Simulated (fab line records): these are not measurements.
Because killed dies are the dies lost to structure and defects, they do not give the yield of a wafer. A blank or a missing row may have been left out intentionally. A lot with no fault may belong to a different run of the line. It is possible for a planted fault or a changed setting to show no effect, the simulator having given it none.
fab line records / flow gf180mcu
record: lots: 6 wafers: 18 last-day: 34
route steps=602 shown V4@492 MIM@503
lots with no fault: from the same line, run without faults
start-h: hours from the record's opening day to when the first of the lot's shown wafers began / wait-h: hours elapsed since this lot's preceding step / " unchanged from the row above / L1.1+2: one row covering several wafers at once / - no value, or no start given / * or withheld: withheld / < > ~ a bound
route shown NAME@n: a module of which the file shows steps, and the number in the route of the first / usual: mean/standard deviation of fault-free wafers / same: alike in all rows / chamber/n: place in a boat / sites: per-site readings / _std_site: how widely they spread, as a standard deviation / _edge_site: mean of outer sites minus mean of inner sites / radius-mm: for every site, how far away it sits from the centre of the wafer / mask NAME#n: copy n / behind: tool/chamber where the wafer was last shaped / hold: why the lot went on hold/how many hours it stayed there/how the hold came to an end / device: the n, p or np transistor that did not switch / end of line: the same wafers' tests at the end of the route / step lacking rows: just its recipe / killed: the dies lost at the first sort to structure and to defects; this is not the yield of the wafer / map: shows each die of a wafer: x if killed, . if not, _ if none is there
set.NAME: the setting the step ran with; set.NAME@STEP: the setting that earlier step ran with / model.NAME: the simulator's own value behind a step, which no gauge read
a table for each step, a row for each wafer; lots at some steps of the route
services: from which hour (start-h, from the record's first day; less than 0 if before it) a tool's chamber was out of use, for how many hours, and why
== steps ==
step: GF_V4_ETCH_16
recipe: chemistry: N2/H2 target-depth-a: withheld overetch-a: withheld time-s: withheld target: BARC ion-energy-ev: 200 source-w: 500 bias-w: 100 pressure-mtorr: 30 n2-flow-sccm: 100 h2-flow-sccm: 200
step: GF_V4_ETCH_17
recipe: chemistry: C4F8/O2/Ar mask-material: KrF target: SiO2 stop-on: TiN source-w: 1500 bias-w: 1200 pressure-mtorr: 40 c4f8-flow-sccm: withheld O2_flow_sccm: 6 Ar_flow_sccm: 300 time-s: withheld target-depth-a: 6300
usual: oes-product-au: 0.856/0.0044 rf-fwd-power-W: 1493/4.7
lot.wafer=L730.1 tool=rie-diel-01 chamber=3 start-h=- wait-h=- oes-product-au=0.856 rf-fwd-power-W=1489
lot.wafer=L730.2 tool=rie-diel-01 chamber=2 start-h=- wait-h=- oes-product-au=0.861 rf-fwd-power-W=1492
lot.wafer=L730.4 tool=rie-diel-01 chamber=2 start-h=- wait-h=- oes-product-au=0.860 rf-fwd-power-W=1502
lot.wafer=L733.1 tool=rie-diel-04 chamber=1 start-h=- wait-h=- oes-product-au=0.850 rf-fwd-power-W=1488
lot.wafer=L733.2 tool=rie-diel-04 chamber=0 start-h=- wait-h=- oes-product-au=0.846 rf-fwd-power-W=1487
lot.wafer=L733.6 tool=rie-diel-04 chamber=1 start-h=- wait-h=- oes-product-au=0.855 rf-fwd-power-W=1496
lot.wafer=L737.1 tool=rie-diel-02 chamber=0 start-h=- wait-h=- oes-product-au=0.853 rf-fwd-power-W=1495
lot.wafer=L737.2 tool=rie-diel-02 chamber=1 start-h=- wait-h=- oes-product-au=0.861 rf-fwd-power-W=1497
lot.wafer=L737.5 tool=rie-diel-02 chamber=3 start-h=- wait-h=- oes-product-au=0.856 rf-fwd-power-W=1486
lot.wafer=L736.1 tool=rie-diel-02 chamber=3 start-h=- wait-h=- oes-product-au=0.850 rf-fwd-power-W=1493
lot.wafer=L736.2 tool=rie-diel-02 chamber=1 start-h=- wait-h=- oes-product-au=0.857 rf-fwd-power-W=1491
lot.wafer=L736.6 tool=rie-diel-02 chamber=3 start-h=- wait-h=- oes-product-au=0.852 rf-fwd-power-W=1496
lot.wafer=L741.3 tool=rie-diel-01 chamber=3 start-h=- wait-h=- oes-product-au=0.849 rf-fwd-power-W=1490
lot.wafer=L741.5 tool=rie-diel-01 chamber=3 start-h=- wait-h=- oes-product-au=0.860 rf-fwd-power-W=1492
lot.wafer=L741.6 tool=rie-diel-01 chamber=0 start-h=- wait-h=- oes-product-au=0.854 rf-fwd-power-W=1483
lot.wafer=L744.1 tool=rie-diel-04 chamber=0 start-h=- wait-h=- oes-product-au=0.848 rf-fwd-power-W=1489
lot.wafer=L744.2 tool=rie-diel-04 chamber=3 start-h=- wait-h=- oes-product-au=0.853 rf-fwd-power-W=1498
lot.wafer=L744.3 tool=rie-diel-04 chamber=1 start-h=- wait-h=- oes-product-au=0.859 rf-fwd-power-W=1500
step: GF_V4_STRIP_18
recipe: chemistry: O2/N2 power-w: 1400 pressure-mtorr: 1500 platen-temp-c: 250 o2-flow-sccm: 3000 n2-flow-sccm: 300 overash-fraction: 0.5
step: GF_V4_STRIP_19
recipe: chemistry: post-etch-residue-remover time-s: 1200 temp-c: 72.5
step: GF_V4_CLEAN_20
recipe: chemistry: DIW dry: n2-spin
step: GF_V4_SPUTTER_21
recipe: material: Ti target-thk-nm: 15 chamber-pressure-pa: 5 power-w: 2500 substrate-temp-c: 200 time-s: 80.02
step: GF_V4_SPUTTER_22
recipe: material: TiN target-thk-nm: 10 chamber-pressure-pa: 5 power-w: 4000 time-s: 40
usual: cathode-dc-power-W: 4000.0/0.74 chamber-pressure-pa: 5.000/0.0098 throttle-valve-pct: 29.7/1.1
lot.wafer=L730.1 tool=pvd-sputter-03 chamber=- start-h=639.08 wait-h=0.0 cathode-dc-power-W=4000.1 chamber-pressure-pa=4.999 throttle-valve-pct=31.1
lot.wafer=L730.2 tool=pvd-sputter-03 chamber=- start-h=639.08 wait-h=0.0 cathode-dc-power-W=4001.1 chamber-pressure-pa=4.986 throttle-valve-pct=30.0
lot.wafer=L730.4 tool=pvd-sputter-03 chamber=- start-h=639.08 wait-h=0.0 cathode-dc-power-W=4000.7 chamber-pressure-pa=4.984 throttle-valve-pct=30.3
lot.wafer=L733.1 tool=pvd-sputter-02 chamber=- start-h=663.05 wait-h=0.0 cathode-dc-power-W=4000.7 chamber-pressure-pa=4.990 throttle-valve-pct=28.6
lot.wafer=L733.2 tool=pvd-sputter-02 chamber=- start-h=663.05 wait-h=0.0 cathode-dc-power-W=3999.7 chamber-pressure-pa=5.001 throttle-valve-pct=28.3
lot.wafer=L733.6 tool=pvd-sputter-02 chamber=- start-h=663.05 wait-h=0.0 cathode-dc-power-W=3999.6 chamber-pressure-pa=5.001 throttle-valve-pct=30.0
lot.wafer=L737.1 tool=pvd-sputter-02 chamber=- start-h=675.54 wait-h=0.0 cathode-dc-power-W=3999.3 chamber-pressure-pa=5.000 throttle-valve-pct=28.1
lot.wafer=L737.2 tool=pvd-sputter-02 chamber=- start-h=675.54 wait-h=0.0 cathode-dc-power-W=3998.9 chamber-pressure-pa=5.006 throttle-valve-pct=28.6
lot.wafer=L737.5 tool=pvd-sputter-02 chamber=- start-h=675.54 wait-h=0.0 cathode-dc-power-W=3999.5 chamber-pressure-pa=4.998 throttle-valve-pct=28.4
lot.wafer=L736.1 tool=pvd-sputter-03 chamber=- start-h=681.82 wait-h=0.0 cathode-dc-power-W=4000.3 chamber-pressure-pa=4.999 throttle-valve-pct=30.3
lot.wafer=L736.2 tool=pvd-sputter-03 chamber=- start-h=681.82 wait-h=0.0 cathode-dc-power-W=4000.1 chamber-pressure-pa=4.992 throttle-valve-pct=31.1
lot.wafer=L736.6 tool=pvd-sputter-03 chamber=- start-h=681.82 wait-h=0.0 cathode-dc-power-W=3999.9 chamber-pressure-pa=5.006 throttle-valve-pct=29.9
lot.wafer=L741.3 tool=pvd-sputter-03 chamber=- start-h=712.54 wait-h=0.0 cathode-dc-power-W=4000.0 chamber-pressure-pa=4.983 throttle-valve-pct=31.2
lot.wafer=L741.5 tool=pvd-sputter-03 chamber=- start-h=712.54 wait-h=0.0 cathode-dc-power-W=4000.3 chamber-pressure-pa=5.008 throttle-valve-pct=28.0
lot.wafer=L741.6 tool=pvd-sputter-03 chamber=- start-h=712.54 wait-h=0.0 cathode-dc-power-W=3999.2 chamber-pressure-pa=5.004 throttle-valve-pct=30.3
lot.wafer=L744.1 tool=pvd-sputter-04 chamber=- start-h=723.48 wait-h=0.0 cathode-dc-power-W=3999.4 chamber-pressure-pa=4.997 throttle-valve-pct=31.2
lot.wafer=L744.2 tool=pvd-sputter-04 chamber=- start-h=723.48 wait-h=0.0 cathode-dc-power-W=3998.9 chamber-pressure-pa=4.995 throttle-valve-pct=28.7
lot.wafer=L744.3 tool=pvd-sputter-04 chamber=- start-h=723.48 wait-h=0.0 cathode-dc-power-W=3998.8 chamber-pressure-pa=4.981 throttle-valve-pct=29.9
step: GF_V4_CVD_23
recipe: material: W target-thk-nm: 350 time-s: 104.9 temp-c: 400 pressure-torr: 40
usual: heater-power-w: 817/44
lot.wafer=L730.1 tool=cvd-w-01 chamber=1 start-h=639.12 wait-h=0.0 heater-power-w=835
lot.wafer=L730.2 tool=cvd-w-01 chamber=0 start-h=639.12 wait-h=0.0 heater-power-w=763
lot.wafer=L730.4 tool=cvd-w-01 chamber=0 start-h=639.12 wait-h=0.0 heater-power-w=769
lot.wafer=L733.1 tool=cvd-w-02 chamber=0 start-h=663.09 wait-h=0.0 heater-power-w=853
lot.wafer=L733.2 tool=cvd-w-02 chamber=1 start-h=663.09 wait-h=0.0 heater-power-w=786
lot.wafer=L733.6 tool=cvd-w-02 chamber=1 start-h=663.09 wait-h=0.0 heater-power-w=793
lot.wafer=L737.1 tool=cvd-w-01 chamber=1 start-h=675.58 wait-h=0.0 heater-power-w=845
lot.wafer=L737.2 tool=cvd-w-01 chamber=0 start-h=675.58 wait-h=0.0 heater-power-w=748
lot.wafer=L737.5 tool=cvd-w-01 chamber=0 start-h=675.58 wait-h=0.0 heater-power-w=774
lot.wafer=L736.1 tool=cvd-w-02 chamber=1 start-h=681.86 wait-h=0.0 heater-power-w=782
lot.wafer=L736.2 tool=cvd-w-02 chamber=0 start-h=681.86 wait-h=0.0 heater-power-w=918
lot.wafer=L736.6 tool=cvd-w-02 chamber=0 start-h=681.86 wait-h=0.0 heater-power-w=883
lot.wafer=L741.3 tool=cvd-w-02 chamber=1 start-h=712.62 wait-h=0.1 heater-power-w=783
lot.wafer=L741.5 tool=cvd-w-02 chamber=0 start-h=712.62 wait-h=0.1 heater-power-w=882
lot.wafer=L741.6 tool=cvd-w-02 chamber=1 start-h=712.62 wait-h=0.1 heater-power-w=798
lot.wafer=L744.1 tool=cvd-w-01 chamber=1 start-h=723.52 wait-h=0.0 heater-power-w=836
lot.wafer=L744.2 tool=cvd-w-01 chamber=0 start-h=723.52 wait-h=0.0 heater-power-w=772
lot.wafer=L744.3 tool=cvd-w-01 chamber=1 start-h=723.52 wait-h=0.0 heater-power-w=828
step: GF_V4_RS_MEAS_24
recipe: thk-meas-gauge: four-point-probe reads: W_of_V4_CVD_23+TiN_of_V4_SPUTTER_22+Ti_of_V4_SPUTTER_21
usual: V4_W_RS: 0.329/0.0036
lot.wafer=L730.1 tool=film-metro-02 chamber=- start-h=639.23 wait-h=0.1 V4_W_RS[ohm/sq]=0.328
lot.wafer=L730.2 tool=film-metro-02 chamber=- start-h=639.23 wait-h=0.1 V4_W_RS[ohm/sq]=0.326
lot.wafer=L730.4 tool=film-metro-02 chamber=- start-h=639.23 wait-h=0.1 V4_W_RS[ohm/sq]=0.323
lot.wafer=L733.1 tool=film-metro-04 chamber=- start-h=663.20 wait-h=0.1 V4_W_RS[ohm/sq]=0.336
lot.wafer=L733.2 tool=film-metro-04 chamber=- start-h=663.20 wait-h=0.1 V4_W_RS[ohm/sq]=0.334
lot.wafer=L733.6 tool=film-metro-04 chamber=- start-h=663.20 wait-h=0.1 V4_W_RS[ohm/sq]=0.332
lot.wafer=L737.1 tool=film-metro-02 chamber=- start-h=675.69 wait-h=0.1 V4_W_RS[ohm/sq]=0.331
lot.wafer=L737.2 tool=film-metro-02 chamber=- start-h=675.69 wait-h=0.1 V4_W_RS[ohm/sq]=0.333
lot.wafer=L737.5 tool=film-metro-02 chamber=- start-h=675.69 wait-h=0.1 V4_W_RS[ohm/sq]=0.332
lot.wafer=L736.1 tool=film-metro-02 chamber=- start-h=681.98 wait-h=0.1 V4_W_RS[ohm/sq]=0.331
lot.wafer=L736.2 tool=film-metro-02 chamber=- start-h=681.98 wait-h=0.1 V4_W_RS[ohm/sq]=0.328
lot.wafer=L736.6 tool=film-metro-02 chamber=- start-h=681.98 wait-h=0.1 V4_W_RS[ohm/sq]=0.332
lot.wafer=L741.3 tool=film-metro-01 chamber=- start-h=712.73 wait-h=0.1 V4_W_RS[ohm/sq]=0.327
lot.wafer=L741.5 tool=film-metro-01 chamber=- start-h=712.73 wait-h=0.1 V4_W_RS[ohm/sq]=0.329
lot.wafer=L741.6 tool=film-metro-01 chamber=- start-h=712.73 wait-h=0.1 V4_W_RS[ohm/sq]=0.330
lot.wafer=L744.1 tool=film-metro-01 chamber=- start-h=723.63 wait-h=0.1 V4_W_RS[ohm/sq]=0.326
lot.wafer=L744.2 tool=film-metro-01 chamber=- start-h=723.63 wait-h=0.1 V4_W_RS[ohm/sq]=0.324
lot.wafer=L744.3 tool=film-metro-01 chamber=- start-h=723.63 wait-h=0.1 V4_W_RS[ohm/sq]=0.327
step: GF_V4_THK_MEAS_25
recipe: thk-meas-gauge: xrf reads: W_of_V4_CVD_23
usual: V4_W_THK: 335/5
lot.wafer=L730.1 tool=film-metro-02 chamber=- start-h=639.35 wait-h=0.1 V4_W_THK[nm]=340
lot.wafer=L730.2 tool=film-metro-02 chamber=- start-h=639.35 wait-h=0.1 V4_W_THK[nm]=339
lot.wafer=L730.4 tool=film-metro-02 chamber=- start-h=639.35 wait-h=0.1 V4_W_THK[nm]=345
lot.wafer=L733.1 tool=film-metro-04 chamber=- start-h=663.32 wait-h=0.1 V4_W_THK[nm]=330
lot.wafer=L733.2 tool=film-metro-04 chamber=- start-h=663.32 wait-h=0.1 V4_W_THK[nm]=330
lot.wafer=L733.6 tool=film-metro-04 chamber=- start-h=663.32 wait-h=0.1 V4_W_THK[nm]=332
lot.wafer=L737.1 tool=film-metro-02 chamber=- start-h=675.81 wait-h=0.1 V4_W_THK[nm]=336
lot.wafer=L737.2 tool=film-metro-02 chamber=- start-h=675.81 wait-h=0.1 V4_W_THK[nm]=333
lot.wafer=L737.5 tool=film-metro-02 chamber=- start-h=675.81 wait-h=0.1 V4_W_THK[nm]=335
lot.wafer=L736.1 tool=film-metro-02 chamber=- start-h=682.10 wait-h=0.1 V4_W_THK[nm]=336
lot.wafer=L736.2 tool=film-metro-02 chamber=- start-h=682.10 wait-h=0.1 V4_W_THK[nm]=338
lot.wafer=L736.6 tool=film-metro-02 chamber=- start-h=682.10 wait-h=0.1 V4_W_THK[nm]=334
lot.wafer=L741.3 tool=film-metro-01 chamber=- start-h=712.83 wait-h=0.1 V4_W_THK[nm]=331
lot.wafer=L741.5 tool=film-metro-01 chamber=- start-h=712.83 wait-h=0.1 V4_W_THK[nm]=332
lot.wafer=L741.6 tool=film-metro-01 chamber=- start-h=712.83 wait-h=0.1 V4_W_THK[nm]=329
lot.wafer=L744.1 tool=film-metro-01 chamber=- start-h=723.75 wait-h=0.1 V4_W_THK[nm]=334
lot.wafer=L744.2 tool=film-metro-01 chamber=- start-h=723.75 wait-h=0.1 V4_W_THK[nm]=337
lot.wafer=L744.3 tool=film-metro-01 chamber=- start-h=723.75 wait-h=0.1 V4_W_THK[nm]=336
step: GF_V4_CMP_26
recipe: stop-on: SiO2 down-force-psi: 3.5 platen-rpm: 60 t-overpolish-s: 15 target-thk-nm: 0 pad-velocity-m-s: 0.94248
step: GF_MIM_SPUTTER_00
recipe: material: Ti target-thk-nm: 37.5 arriving-ion-energy-ev: 80 substrate-temp-c: 200 chamber-pressure-pa: 2 power-w: 4000 time-s: 150
usual: cathode-dc-power-W: 4000.1/0.79 chamber-pressure-pa: 2.000/0.004 throttle-valve-pct: 29.6/1.2
lot.wafer=L730.1 tool=pvd-sputter-02 chamber=- start-h=639.71 wait-h=0.2 cathode-dc-power-W=4000.4 chamber-pressure-pa=2.005 throttle-valve-pct=28.6
lot.wafer=L730.2 tool=pvd-sputter-02 chamber=- start-h=639.71 wait-h=0.2 cathode-dc-power-W=4000.4 chamber-pressure-pa=1.998 throttle-valve-pct=30.2
lot.wafer=L730.4 tool=pvd-sputter-02 chamber=- start-h=639.71 wait-h=0.2 cathode-dc-power-W=3999.4 chamber-pressure-pa=1.989 throttle-valve-pct=28.1
lot.wafer=L733.1 tool=pvd-sputter-04 chamber=- start-h=663.68 wait-h=0.2 cathode-dc-power-W=4000.5 chamber-pressure-pa=1.999 throttle-valve-pct=30.1
lot.wafer=L733.2 tool=pvd-sputter-04 chamber=- start-h=663.68 wait-h=0.2 cathode-dc-power-W=4000.8 chamber-pressure-pa=2.010 throttle-valve-pct=31.5
lot.wafer=L733.6 tool=pvd-sputter-04 chamber=- start-h=663.68 wait-h=0.2 cathode-dc-power-W=4000.0 chamber-pressure-pa=2.000 throttle-valve-pct=29.9
lot.wafer=L737.1 tool=pvd-sputter-04 chamber=- start-h=676.17 wait-h=0.1 cathode-dc-power-W=3998.6 chamber-pressure-pa=1.997 throttle-valve-pct=28.8
lot.wafer=L737.2 tool=pvd-sputter-04 chamber=- start-h=676.17 wait-h=0.1 cathode-dc-power-W=4000.6 chamber-pressure-pa=1.997 throttle-valve-pct=31.6
lot.wafer=L737.5 tool=pvd-sputter-04 chamber=- start-h=676.17 wait-h=0.1 cathode-dc-power-W=3999.5 chamber-pressure-pa=1.999 throttle-valve-pct=31.4
lot.wafer=L736.1 tool=pvd-sputter-01 chamber=- start-h=682.46 wait-h=0.1 cathode-dc-power-W=4000.2 chamber-pressure-pa=1.993 throttle-valve-pct=29.3
lot.wafer=L736.2 tool=pvd-sputter-01 chamber=- start-h=682.46 wait-h=0.1 cathode-dc-power-W=4001.1 chamber-pressure-pa=1.996 throttle-valve-pct=30.2
lot.wafer=L736.6 tool=pvd-sputter-01 chamber=- start-h=682.46 wait-h=0.1 cathode-dc-power-W=4001.6 chamber-pressure-pa=1.999 throttle-valve-pct=30.2
lot.wafer=L741.3 tool=pvd-sputter-04 chamber=- start-h=713.17 wait-h=0.2 cathode-dc-power-W=4001.3 chamber-pressure-pa=1.999 throttle-valve-pct=28.9
lot.wafer=L741.5 tool=pvd-sputter-04 chamber=- start-h=713.17 wait-h=0.2 cathode-dc-power-W=4000.7 chamber-pressure-pa=2.007 throttle-valve-pct=30.1
lot.wafer=L741.6 tool=pvd-sputter-04 chamber=- start-h=713.17 wait-h=0.2 cathode-dc-power-W=3999.1 chamber-pressure-pa=1.998 throttle-valve-pct=31.3
lot.wafer=L744.1 tool=pvd-sputter-02 chamber=- start-h=724.11 wait-h=0.1 cathode-dc-power-W=3998.2 chamber-pressure-pa=1.996 throttle-valve-pct=29.8
lot.wafer=L744.2 tool=pvd-sputter-02 chamber=- start-h=724.11 wait-h=0.1 cathode-dc-power-W=4001.1 chamber-pressure-pa=2.000 throttle-valve-pct=28.7
lot.wafer=L744.3 tool=pvd-sputter-02 chamber=- start-h=724.11 wait-h=0.1 cathode-dc-power-W=4000.3 chamber-pressure-pa=1.997 throttle-valve-pct=30.6
step: GF_MIM_SPUTTER_01
recipe: material: TiN target-thk-nm: 30 power-w: 6500 time-s: 25 chamber-pressure-pa: 0.4
usual: cathode-dc-power-W: 6500.0/1.2 chamber-pressure-pa: 0.4001/0.00069 throttle-valve-pct: 29.6/1.3
lot.wafer=L730.1 tool=pvd-sputter-02 chamber=- start-h=639.81 wait-h=0.1 cathode-dc-power-W=6500.9 chamber-pressure-pa=0.3998 throttle-valve-pct=28.7
lot.wafer=L730.2 tool=pvd-sputter-02 chamber=- start-h=639.81 wait-h=0.1 cathode-dc-power-W=6499.1 chamber-pressure-pa=0.3998 throttle-valve-pct=30.3
lot.wafer=L730.4 tool=pvd-sputter-02 chamber=- start-h=639.81 wait-h=0.1 cathode-dc-power-W=6500.9 chamber-pressure-pa=0.3989 throttle-valve-pct=28.3
lot.wafer=L733.1 tool=pvd-sputter-04 chamber=- start-h=663.78 wait-h=0.1 cathode-dc-power-W=6499.8 chamber-pressure-pa=0.4001 throttle-valve-pct=30.4
lot.wafer=L733.2 tool=pvd-sputter-04 chamber=- start-h=663.78 wait-h=0.1 cathode-dc-power-W=6502.4 chamber-pressure-pa=0.3995 throttle-valve-pct=31.4
lot.wafer=L733.6 tool=pvd-sputter-04 chamber=- start-h=663.78 wait-h=0.1 cathode-dc-power-W=6501.1 chamber-pressure-pa=0.3994 throttle-valve-pct=30.3
lot.wafer=L737.1 tool=pvd-sputter-04 chamber=- start-h=676.27 wait-h=0.1 cathode-dc-power-W=- chamber-pressure-pa=- throttle-valve-pct=-
lot.wafer=L737.2 tool=pvd-sputter-04 chamber=- start-h=676.27 wait-h=0.1 cathode-dc-power-W=- chamber-pressure-pa=- throttle-valve-pct=-
lot.wafer=L737.5 tool=pvd-sputter-04 chamber=- start-h=676.27 wait-h=0.1 cathode-dc-power-W=- chamber-pressure-pa=- throttle-valve-pct=-
lot.wafer=L736.1 tool=pvd-sputter-01 chamber=- start-h=682.56 wait-h=0.1 cathode-dc-power-W=- chamber-pressure-pa=- throttle-valve-pct=-
lot.wafer=L736.2 tool=pvd-sputter-01 chamber=- start-h=682.56 wait-h=0.1 cathode-dc-power-W=- chamber-pressure-pa=- throttle-valve-pct=-
lot.wafer=L736.6 tool=pvd-sputter-01 chamber=- start-h=682.56 wait-h=0.1 cathode-dc-power-W=- chamber-pressure-pa=- throttle-valve-pct=-
lot.wafer=L741.3 tool=pvd-sputter-04 chamber=- start-h=713.27 wait-h=0.1 cathode-dc-power-W=6501.1 chamber-pressure-pa=0.3997 throttle-valve-pct=28.5
lot.wafer=L741.5 tool=pvd-sputter-04 chamber=- start-h=713.27 wait-h=0.1 cathode-dc-power-W=6500.5 chamber-pressure-pa=0.4003 throttle-valve-pct=29.6
lot.wafer=L741.6 tool=pvd-sputter-04 chamber=- start-h=713.27 wait-h=0.1 cathode-dc-power-W=6501.3 chamber-pressure-pa=0.4000 throttle-valve-pct=31.2
lot.wafer=L744.1 tool=pvd-sputter-02 chamber=- start-h=724.21 wait-h=0.1 cathode-dc-power-W=6499.4 chamber-pressure-pa=0.4001 throttle-valve-pct=29.9
lot.wafer=L744.2 tool=pvd-sputter-02 chamber=- start-h=724.21 wait-h=0.1 cathode-dc-power-W=6499.6 chamber-pressure-pa=0.3986 throttle-valve-pct=28.6
lot.wafer=L744.3 tool=pvd-sputter-02 chamber=- start-h=724.21 wait-h=0.1 cathode-dc-power-W=6500.7 chamber-pressure-pa=0.3997 throttle-valve-pct=30.5
step: GF_MIM_SPUTTER_02
recipe: material: AlCu target-thk-nm: 450 power-w: 10600 time-s: 23.9 chamber-pressure-pa: 0.4
usual: cathode-dc-power-W: 10600/1.8 chamber-pressure-pa: 0.4000/0.00084 throttle-valve-pct: 29.6/1.2
lot.wafer=L730.1 tool=pvd-sputter-02 chamber=- start-h=639.84 wait-h=0.0 cathode-dc-power-W=10599 chamber-pressure-pa=0.4007 throttle-valve-pct=28.8
lot.wafer=L730.2 tool=pvd-sputter-02 chamber=- start-h=639.84 wait-h=0.0 cathode-dc-power-W=10596 chamber-pressure-pa=0.4000 throttle-valve-pct=30.5
lot.wafer=L730.4 tool=pvd-sputter-02 chamber=- start-h=639.84 wait-h=0.0 cathode-dc-power-W=10600 chamber-pressure-pa=0.4007 throttle-valve-pct=28.2
lot.wafer=L733.1 tool=pvd-sputter-04 chamber=- start-h=663.81 wait-h=0.0 cathode-dc-power-W=10600 chamber-pressure-pa=0.4006 throttle-valve-pct=30.1
lot.wafer=L733.2 tool=pvd-sputter-04 chamber=- start-h=663.81 wait-h=0.0 cathode-dc-power-W=10601 chamber-pressure-pa=0.4001 throttle-valve-pct=31.3
lot.wafer=L733.6 tool=pvd-sputter-04 chamber=- start-h=663.81 wait-h=0.0 cathode-dc-power-W=10598 chamber-pressure-pa=0.3998 throttle-valve-pct=30.0
lot.wafer=L737.1 tool=pvd-sputter-04 chamber=- start-h=676.30 wait-h=0.0 cathode-dc-power-W=10598 chamber-pressure-pa=0.4009 throttle-valve-pct=28.4
lot.wafer=L737.2 tool=pvd-sputter-04 chamber=- start-h=676.30 wait-h=0.0 cathode-dc-power-W=10600 chamber-pressure-pa=0.3988 throttle-valve-pct=31.7
lot.wafer=L737.5 tool=pvd-sputter-04 chamber=- start-h=676.30 wait-h=0.0 cathode-dc-power-W=10599 chamber-pressure-pa=0.3995 throttle-valve-pct=31.2
lot.wafer=L736.1 tool=pvd-sputter-01 chamber=- start-h=682.59 wait-h=0.0 cathode-dc-power-W=10599 chamber-pressure-pa=0.4009 throttle-valve-pct=29.1
lot.wafer=L736.2 tool=pvd-sputter-01 chamber=- start-h=682.59 wait-h=0.0 cathode-dc-power-W=10599 chamber-pressure-pa=0.3999 throttle-valve-pct=30.1
lot.wafer=L736.6 tool=pvd-sputter-01 chamber=- start-h=682.59 wait-h=0.0 cathode-dc-power-W=10597 chamber-pressure-pa=0.3997 throttle-valve-pct=30.6
lot.wafer=L741.3 tool=pvd-sputter-04 chamber=- start-h=713.30 wait-h=0.0 cathode-dc-power-W=10599 chamber-pressure-pa=0.4002 throttle-valve-pct=28.7
lot.wafer=L741.5 tool=pvd-sputter-04 chamber=- start-h=713.30 wait-h=0.0 cathode-dc-power-W=10600 chamber-pressure-pa=0.4015 throttle-valve-pct=29.9
lot.wafer=L741.6 tool=pvd-sputter-04 chamber=- start-h=713.30 wait-h=0.0 cathode-dc-power-W=10602 chamber-pressure-pa=0.3996 throttle-valve-pct=31.4
lot.wafer=L744.1 tool=pvd-sputter-02 chamber=- start-h=724.24 wait-h=0.0 cathode-dc-power-W=10600 chamber-pressure-pa=0.3996 throttle-valve-pct=29.9
lot.wafer=L744.2 tool=pvd-sputter-02 chamber=- start-h=724.24 wait-h=0.0 cathode-dc-power-W=10601 chamber-pressure-pa=0.4017 throttle-valve-pct=28.7
lot.wafer=L744.3 tool=pvd-sputter-02 chamber=- start-h=724.24 wait-h=0.0 cathode-dc-power-W=10602 chamber-pressure-pa=0.3990 throttle-valve-pct=30.5
== services ==
tool=rie-diel-04 chamber=2 start-h=621.38 hours=- kind=clean
tool=rie-diel-04 chamber=2 start-h=621.38 hours=22.9 kind=scheduled-down
tool=rie-diel-04 chamber=2 start-h=621.38 hours=22.9 kind=vent-cycle
tool=rie-diel-01 chamber=0 start-h=629.51 hours=9.7 kind=repair
tool=rie-diel-02 chamber=- start-h=632.01 hours=2.8 kind=pm
tool=rie-diel-02 chamber=0 start-h=634.97 hours=1.2 kind=repair
tool=pvd-sputter-02 chamber=- start-h=636.00 hours=3.1 kind=repair
tool=rie-diel-04 chamber=3 start-h=658.81 hours=- kind=clean
tool=rie-diel-04 chamber=3 start-h=658.81 hours=15.3 kind=scheduled-down
tool=rie-diel-04 chamber=3 start-h=658.81 hours=15.3 kind=vent-cycle
tool=rie-diel-02 chamber=2 start-h=677.90 hours=- kind=clean
tool=rie-diel-02 chamber=2 start-h=677.90 hours=13.3 kind=scheduled-down
tool=rie-diel-02 chamber=2 start-h=677.90 hours=13.3 kind=vent-cycle
tool=pvd-sputter-03 chamber=- start-h=683.69 hours=2.2 kind=repair
tool=cvd-w-01 chamber=- start-h=688.64 hours=0.9 kind=repair
tool=rie-diel-04 chamber=1 start-h=698.01 hours=10.7 kind=repair
tool=rie-diel-01 chamber=2 start-h=706.25 hours=3.1 kind=repair
tool=rie-diel-02 chamber=- start-h=710.42 hours=2.3 kind=repair
tool=cvd-w-01 chamber=0 start-h=713.90 hours=5.9 kind=repair
== key ==
first-sign: step: GF_MIM_SPUTTER_01 reading: tool-record direction: missing
effect none on later readings
met-at GF_MIM_SPUTTER_01
struck-wafers L736.1,L736.2,L736.6,L737.1,L737.2,L737.5
later-rows-left-out L736.1,L736.2,L736.6,L737.1,L737.2,L737.5
sort-left-out L736.1,L736.2,L736.6,L737.1,L737.2,L737.5
onset-between 663.78 676.27
fault: kind: skipped-step-whole tool: pvd-sputter-01,pvd-sputter-04 chamber: - onset-h: 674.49 steps: GF_MIM_SPUTTER_01 scope: struck-lots-only
sort-left-out: the simulated sort isn't trusted on such a fault, so these wafers' sort isn't shown, and their yield isn't known
later-rows-left-out: the simulator's readings of these wafers behind a module that went badly wrong aren't trusted and aren't shown, but for the sort
